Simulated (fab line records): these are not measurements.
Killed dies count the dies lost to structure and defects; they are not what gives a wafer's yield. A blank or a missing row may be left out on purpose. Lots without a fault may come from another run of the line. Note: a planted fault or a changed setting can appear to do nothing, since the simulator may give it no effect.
fab line records    flow sky130
[record] lots = 6  wafers = 18  last_day = 50
route steps=708 shown VT_ADJUST_HVTR@133 VT_ADJUST_PCH@143 PAD_OPEN@708
lots untouched by any fault: they come from a run of this same line in which no faults occurred
start_h: hours from the record's first day to the start of the lot's first wafer shown    wait_h: time in hours since the lot's previous step    " the same as in the row above    L1.1+2: one row covering several wafers at once    - no value present, or no start provided    * or withheld: withheld    < > ~ a bound
route shown NAME@n: NAME is a module with steps in the file, n the number in the route of the first one    usual: mean/standard deviation of fault-free wafers    same: alike in all rows    chamber/n: place in a boat    sites: the reading at each site    _std_site: how widely they spread, as a standard deviation    _edge_site: the outer-site mean with the inner-site mean subtracted    radius_mm: how far each site lies from the wafer's centre    mask NAME#n: copy n    behind: the tool/chamber that last shaped the wafer    hold: why the lot was held/for how many hours/how that ended    device: the n, p or np transistor that did not switch    end of line: the tests these same wafers got at the end of their route    a step given without rows: its recipe and nothing more    killed: dies lost to structure and defects at the first sort, not the wafer's yield    map: a wafer's dies, x killed, . not, _ none there
set.NAME: the setting that was run; set.NAME@STEP: the one run at that earlier step    model.NAME: the simulator's own value behind a step, which no gauge read
lots at some steps of the route; a table a step, a row a wafer
services: a tool's chamber out of use, with start hour (start_h, from the record's first day; less than 0 if before it), hours out, and reason
[[steps]]
[step SKY_VT_ADJUST_HVTR_COAT_02]
[recipe] resist = NOVOLAK  spin_rpm = 3000  resist_thk_nm = 1140
[step SKY_VT_ADJUST_HVTR_SOFTBAKE_03]
[recipe] temp_c = 90  time_s = 60  resist = NOVOLAK
[step SKY_VT_ADJUST_HVTR_EXPOSE_04]
[recipe] mask_id = HVTRM  target_cd_nm = 380  na = 0.6  source_shape = conventional  sigma_outer = 0.6  dose_mj = 150
[step SKY_VT_ADJUST_HVTR_PEB_05]
[recipe] temp_c = withheld  time_s = *  resist = NOVOLAK
[step SKY_VT_ADJUST_HVTR_DEVELOP_06]
[recipe] develop_time_s = 60  dev_temp_c = 23
[step SKY_VT_ADJUST_HVTR_CD_MEAS_07]
[recipe] target_cd_nm = 380
[usual] cd_nm = 381/3.1
lot.wafer  tool       chamber  start_h  wait_h  cd_nm
L310.3     cd_sem-02  -        258.92   0.1     380
L310.5     "          -        "        "       380
L310.6     "          -        "        "       380
L313.1     cd_sem-01  -        288.59   0.1     382
L313.3     "          -        "        "       385
L313.4     "          -        "        "       382
L315.2     cd_sem-01  -        302.39   0.1     380
L315.3     "          -        "        "       379
L315.5     "          -        "        "       377
L317.3     cd_sem-02  -        321.17   0.1     386
L317.4     "          -        "        "       383
L317.5     "          -        "        "       384
L321.1     cd_sem-01  -        343.07   0.1     384
L321.4     "          -        "        "       387
L321.6     "          -        "        "       386
L324.2     cd_sem-02  -        375.91   0.1     383
L324.3     "          -        "        "       383
L324.5     "          -        "        "       384
[step SKY_VT_ADJUST_HVTR_OVL_MEAS_08]
[usual] VT_ADJUST_HVTR_OVL = -0.3/1.3
lot.wafer  tool        chamber  start_h  wait_h  VT_ADJUST_HVTR_OVL[nm]
L310.3     overlay-01  -        259.01   0.1     -1.6
L310.5     "           -        "        "       -3.8
L310.6     "           -        "        "       -0.2
L313.1     overlay-01  -        288.71   0.1     1.7
L313.3     "           -        "        "       1.6
L313.4     "           -        "        "       1.1
L315.2     overlay-02  -        302.49   0.1     -0.8
L315.3     "           -        "        "       -1.7
L315.5     "           -        "        "       -1.9
L317.3     overlay-01  -        321.26   0.1     -0.6
L317.4     "           -        "        "       -0.7
L317.5     "           -        "        "       0.3
L321.1     overlay-01  -        343.19   0.1     1.3
L321.4     "           -        "        "       0.6
L321.6     "           -        "        "       1.0
L324.2     overlay-02  -        376.02   0.1     -1.5
L324.3     "           -        "        "       -1.8
L324.5     "           -        "        "       -3.0
[step SKY_VT_ADJUST_HVTR_IMPLANT_09]
[recipe] species = B  energy_kev = 10  dose_cm2 = 2.1e+12  tilt_deg = withheld
[step SKY_VT_ADJUST_HVTR_STRIP_10]
[recipe] chemistry = O2/N2  power_w = 1400  pressure_mtorr = 1500  platen_temp_c = withheld  o2_flow_sccm = 3000  n2_flow_sccm = 300  overash_fraction = 0.5
[usual] drypump_motor_current_A = 5.57/0.28  oes_product_au = 0.715/0.0046  strip_time_to_endpoint_s = 14.20/0.051
lot.wafer  tool             chamber  start_h  wait_h  drypump_motor_current_A  oes_product_au  rf_hours_counter_h  strip_time_to_endpoint_s
L310.3     plasma_asher-01  1        259.22   0.1     5.44                     0.716           -                   14.23
L310.5     "                1        "        "       5.45                     0.718           -                   14.24
L310.6     "                0        "        "       5.95                     0.713           -                   14.24
L313.1     plasma_asher-04  0        288.90   0.1     5.46                     0.715           49                  14.18
L313.3     "                1        "        "       4.91                     0.719           -                   14.14
L313.4     "                0        "        "       5.46                     0.716           -                   14.19
L315.2     plasma_asher-02  0        302.67   0.1     5.66                     0.712           18                  14.13
L315.3     "                1        "        "       5.62                     0.716           -                   14.13
L315.5     "                0        "        "       5.67                     0.712           -                   14.15
L317.3     plasma_asher-04  1        321.47   0.1     4.91                     0.713           -                   14.11
L317.4     "                0        "        "       5.43                     0.714           -                   14.17
L317.5     "                1        "        "       4.91                     0.715           -                   14.10
L321.1     plasma_asher-01  0        343.37   0.1     5.95                     0.706           64                  14.17
L321.4     "                1        "        "       5.46                     0.714           -                   14.19
L321.6     "                0        "        "       5.95                     0.713           -                   14.16
L324.2     plasma_asher-02  0        376.20   0.1     5.65                     0.719           26                  14.24
L324.3     "                1        "        "       5.62                     0.716           -                   14.22
L324.5     "                0        "        "       5.67                     0.729           -                   14.22
[step SKY_VT_ADJUST_HVTR_TW_MEAS_11]
[usual] VT_ADJUST_HVTR_TW = 209.6/2.5
lot.wafer  tool           chamber  start_h  wait_h  VT_ADJUST_HVTR_TW
L310.3     film_metro-01  -        259.31   0.1     208.8
L310.5     "              -        "        "       209.5
L310.6     "              -        "        "       210.2
L313.1     film_metro-02  -        289.00   0.1     208.3
L313.3     "              -        "        "       207.1
L313.4     "              -        "        "       207.7
L315.2     film_metro-01  -        302.78   0.1     209.4
L315.3     "              -        "        "       207.6
L315.5     "              -        "        "       207.5
L317.3     film_metro-04  -        321.56   0.1     213.9
L317.4     "              -        "        "       214.7
L317.5     "              -        "        "       213.2
L321.1     film_metro-01  -        343.47   0.1     207.5
L321.4     "              -        "        "       208.1
L321.6     "              -        "        "       207.1
L324.2     film_metro-01  -        376.31   0.1     207.0
L324.3     "              -        "        "       207.9
L324.5     "              -        "        "       207.6
[step SKY_VT_ADJUST_PCH_DEHYDRATE_00]
[recipe] temp_c = 200  time_s = 60
[step SKY_VT_ADJUST_PCH_HMDS_01]
[recipe] prime_time_s = 60  prime_temp_c = 120
[step SKY_VT_ADJUST_PCH_COAT_02]
[recipe] spin_rpm = 2000  resist_thk_nm = 3000
[usual] spin_speed_rpm = 1999.8/1.3
lot.wafer  tool            chamber  start_h  wait_h  spin_speed_rpm  model.coat_of_VT_ADJUST_PCH_COAT_02.thk_nm
L310.3     litho_track-03  0        271.38   0.1     2000.3          3005
L310.5     "               0        "        "       2000.2          3001
L310.6     "               0        "        "       2000.5          3000
L313.1     litho_track-03  0        301.38   0.1     2410.0          2732
L313.3     "               0        "        "       2408.8          2741
L313.4     "               0        "        "       2410.5          2738
L315.2     litho_track-03  0        314.56   0.1     2408.5          2754
L315.3     "               0        "        "       2407.9          2749
L315.5     "               0        "        "       2409.2          2754
L317.3     litho_track-02  0        334.59   0.1     1999.9          3005
L317.4     "               0        "        "       2000.9          3007
L317.5     "               0        "        "       2000.4          3009
L321.1     litho_track-04  0        356.97   0.1     2001.2          2990
L321.4     "               0        "        "       2001.4          2991
L321.6     "               0        "        "       2000.6          2992
L324.2     litho_track-03  0        390.41   0.1     2001.4          2991
L324.3     "               0        "        "       2001.0          2989
L324.5     "               0        "        "       2000.4          2983
[step SKY_VT_ADJUST_PCH_SOFTBAKE_03]
[recipe] temp_c = 110  time_s = withheld
[step SKY_VT_ADJUST_PCH_EXPOSE_04]
[recipe] mask_id = NWM  na = 0.6  source_shape = conventional  sigma_outer = 0.6  polarization = unpolarized  target_cd_nm = 840  dose_mj = 255
[step SKY_VT_ADJUST_PCH_PEB_05]
[recipe] temp_c = 115  time_s = withheld
[step SKY_VT_ADJUST_PCH_DEVELOP_06]
[recipe] wall_angle_deg = 90  developer = TMAH  develop_time_s = 60  dev_temp_c = 23
lot.wafer  tool            chamber  start_h  wait_h  model.coat_of_VT_ADJUST_PCH_COAT_02.thk_nm
L310.3     litho_track-03  0        -        -       3001
L310.5+6   "               0        "        "       2996
L313.1     litho_track-02  0        -        -       2728
L313.3     "               0        "        "       2737
L313.4     "               0        "        "       2733
L315.2+5   litho_track-03  0        -        -       2750
L315.3     "               0        "        "       2744
L317.3     litho_track-03  0        -        -       3000
L317.4     "               0        "        "       3002
L317.5     "               0        "        "       3004
L321.1     litho_track-03  0        -        -       2985
L321.4     "               0        "        "       2986
L321.6     "               0        "        "       2988
L324.2     litho_track-03  0        -        -       2987
L324.3     "               0        "        "       2985
L324.5     "               0        "        "       2979
[step SKY_VT_ADJUST_PCH_OVL_MEAS_07]
[usual] VT_ADJUST_PCH_OVL = -0.7/1.4
lot.wafer  tool        chamber  start_h  wait_h  VT_ADJUST_PCH_OVL[nm]
L310.3     overlay-02  -        283.60   -       -0.6
L310.5     "           -        "        "       -0.1
L310.6     "           -        "        "       -0.4
L313.1     overlay-02  -        313.74   -       -0.2
L313.3     "           -        "        "       -0.5
L313.4     "           -        "        "       0.1
L315.2     overlay-01  -        328.64   -       -1.0
L315.3     "           -        "        "       -2.7
L315.5     "           -        "        "       -2.0
L317.3     overlay-01  -        349.40   -       0.5
L317.4     "           -        "        "       1.2
L317.5     "           -        "        "       0.7
L321.1     overlay-02  -        371.28   -       -1.4
L321.4     "           -        "        "       -1.6
L321.6     "           -        "        "       -3.1
L324.2     overlay-01  -        405.24   -       0.8
L324.3     "           -        "        "       -0.1
L324.5     "           -        "        "       1.6
[step SKY_VT_ADJUST_PCH_IMPLANT_08]
[recipe] species = B  energy_kev = 10  dose_cm2 = 5e+11  tilt_deg = withheld
[step SKY_VT_ADJUST_PCH_STRIP_09]
[recipe] chemistry = O2/N2  power_w = 1400  pressure_mtorr = 1500  platen_temp_c = withheld  o2_flow_sccm = 3000  n2_flow_sccm = 300  overash_fraction = 0.5
[usual] drypump_motor_current_A = 5.5/0.32  oes_product_au = 0.721/0.0044  strip_time_to_endpoint_s = 36.95/0.12
lot.wafer  tool             chamber  start_h  wait_h  drypump_motor_current_A  oes_product_au  rf_hours_counter_h  strip_time_to_endpoint_s
L310.3     plasma_asher-03  1        283.80   0.1     5.9                      0.713           -                   36.98
L310.5     "                0        "        "       5.5                      0.717           -                   36.93
L310.6     "                1        "        "       5.9                      0.727           -                   36.91
L313.1     plasma_asher-02  0        313.93   0.1     5.7                      0.716           20                  33.86
L313.3     "                1        "        "       5.6                      0.720           -                   33.97
L313.4     "                0        "        "       5.7                      0.719           -                   33.93
L315.2     plasma_asher-03  0        328.82   0.1     5.5                      0.719           64                  34.08
L315.3     "                1        "        "       5.9                      0.718           -                   34.05
L315.5     "                0        "        "       5.5                      0.718           -                   34.09
L317.3     plasma_asher-04  1        349.60   0.1     4.9                      0.732           -                   36.98
L317.4     "                0        "        "       5.4                      0.727           -                   36.99
L317.5     "                1        "        "       4.9                      0.728           -                   37.01
L321.1     plasma_asher-04  1        371.47   0.1     4.9                      0.721           57                  36.79
L321.4     "                0        "        "       5.4                      0.719           -                   36.80
L321.6     "                1        "        "       4.9                      0.718           -                   36.83
L324.2     plasma_asher-03  1        405.42   0.1     5.9                      0.727           72                  36.80
L324.3     "                0        "        "       5.5                      0.717           -                   36.78
L324.5     "                0        "        "       5.5                      0.728           -                   36.71
[step SKY_VT_ADJUST_PCH_TW_MEAS_10]
[usual] VT_ADJUST_PCH_TW = 141.6/1.1
lot.wafer  tool           chamber  start_h  wait_h  VT_ADJUST_PCH_TW
L310.3     film_metro-03  -        283.89   0.1     142.1
L310.5     "              -        "        "       142.7
L310.6     "              -        "        "       142.4
L313.1     film_metro-01  -        314.03   0.1     140.6
L313.3     "              -        "        "       140.7
L313.4     "              -        "        "       140.6
L315.2     film_metro-01  -        328.93   0.1     140.6
L315.3     "              -        "        "       140.6
L315.5     "              -        "        "       140.1
L317.3     film_metro-03  -        349.69   0.1     142.7
L317.4     "              -        "        "       143.4
L317.5     "              -        "        "       142.0
L321.1     film_metro-02  -        371.57   0.1     141.0
L321.4     "              -        "        "       140.3
L321.6     "              -        "        "       139.9
L324.2     film_metro-02  -        405.53   0.1     141.1
L324.3     "              -        "        "       140.5
L324.5     "              -        "        "       141.0
[step SKY_PAD_OPEN_PROBE_99]
[usual] killed_at_M0_to_M3 = 44/7.2  killed_at_M4_up = 3.0/1.9  killed_at_contacts = 25/4.8  killed_at_front_end = 16/4.2  killed_at_other = 0.2/0.44  killed_dies = 88/9.3  killed_open = 48/7.1  killed_short = 40/6.5
[same] gross_dies = 492  killed_at_back_side = 0
lot.wafer  tool       chamber  start_h  wait_h  killed_at_M0_to_M3  killed_at_M4_up  killed_at_contacts  killed_at_front_end  killed_at_other  killed_dies  killed_open  killed_short
L313.1     prober-02  -        1143.40  0.1     41                  3                31                  17                   0                92           44           48
L313.3     prober-02  -        1143.50  0.2     44                  4                27                  21                   0                96           54           42
L313.4     prober-02  -        1143.55  0.2     43                  0                27                  16                   1                87           58           29
// killed by level:class
L313.1 VIA1:geometric_particle:open=11 CONTACT:geometric_particle:open=11 CONTACT:geometric_particle:short=7 METAL1:geometric_particle:short=6 FIELD_ISO:geometric_particle:open=5 LOCAL_INTERCONNECT:geometric_particle:short=5 METAL2:geometric_particle:short=5 FIELD_ISO:geometric_particle:short=4
L313.3 CONTACT:geometric_particle:open=12 VIA3:geometric_particle:open=7 FIELD_ISO:geometric_particle:open=6 CONTACT:geometric_particle:short=6 METAL2:geometric_particle:short=6 VIA1:geometric_particle:open=6 POLY_GATE:geometric_particle:open=5 VIA1:geometric_particle:short=5
L313.4 CONTACT:geometric_particle:open=11 VIA3:geometric_particle:open=9 VIA1:geometric_particle:open=8 FIELD_ISO:geometric_particle:open=7 POLY_GATE:geometric_particle:open=5 LI_CONTACT:geometric_particle:open=5 CONTACT:geometric_particle:short=5 VIA2:geometric_particle:open=5
[[services]]
tool             chamber  start_h  hours  kind
plasma_asher-04  -        263.05   0.7    repair
plasma_asher-01  -        268.44   2.8    pm
plasma_asher-01  -        298.93   6.8    repair
plasma_asher-03  -        313.40   1.9    repair
plasma_asher-01  -        357.99   0.5    repair
plasma_asher-02  -        376.84   2.1    repair
[[key]]
[first_sign] step = SKY_VT_ADJUST_PCH_COAT_02  reading = spin_speed_rpm  direction = up  sigmas = 99+  usual = 1999.8  struck = 2409.1
[effect] step = SKY_VT_ADJUST_PCH_STRIP_09  reading = strip_time_to_endpoint_s  direction = down  sigmas = 25  usual = *  struck = *
[model_effect] step = SKY_VT_ADJUST_PCH_COAT_02  value = coat_of_VT_ADJUST_PCH_COAT_02.thk_nm  without = 3013  struck = 2745
[model_effect] step = SKY_VT_ADJUST_PCH_DEVELOP_06  value = coat_of_VT_ADJUST_PCH_COAT_02.thk_nm  without = 3008  struck = 2741
met_at SKY_VT_ADJUST_PCH_COAT_02
struck_wafers L313.1,L313.3,L313.4,L315.2,L315.3,L315.5
tester_left_out L313,L315
onset_between 271.38 301.38
[fault] kind = process_parameter_drift  tool = litho_track-03  chamber = -  onset_h = 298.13  steps = SKY_VT_ADJUST_PCH_COAT_02  channel = spin_rpm  offset = 409.3  shape = step  end_h = 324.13  acts_in = these_recipes_only  stated = 2000
// tester_left_out: of these lots the tester's yield and bins aren't shown, on N5 and GAA mostly nor the transistor test; their killed dies are dies lost to structure and defects alone, not to doping, threshold or leakage, so they don't give the yield
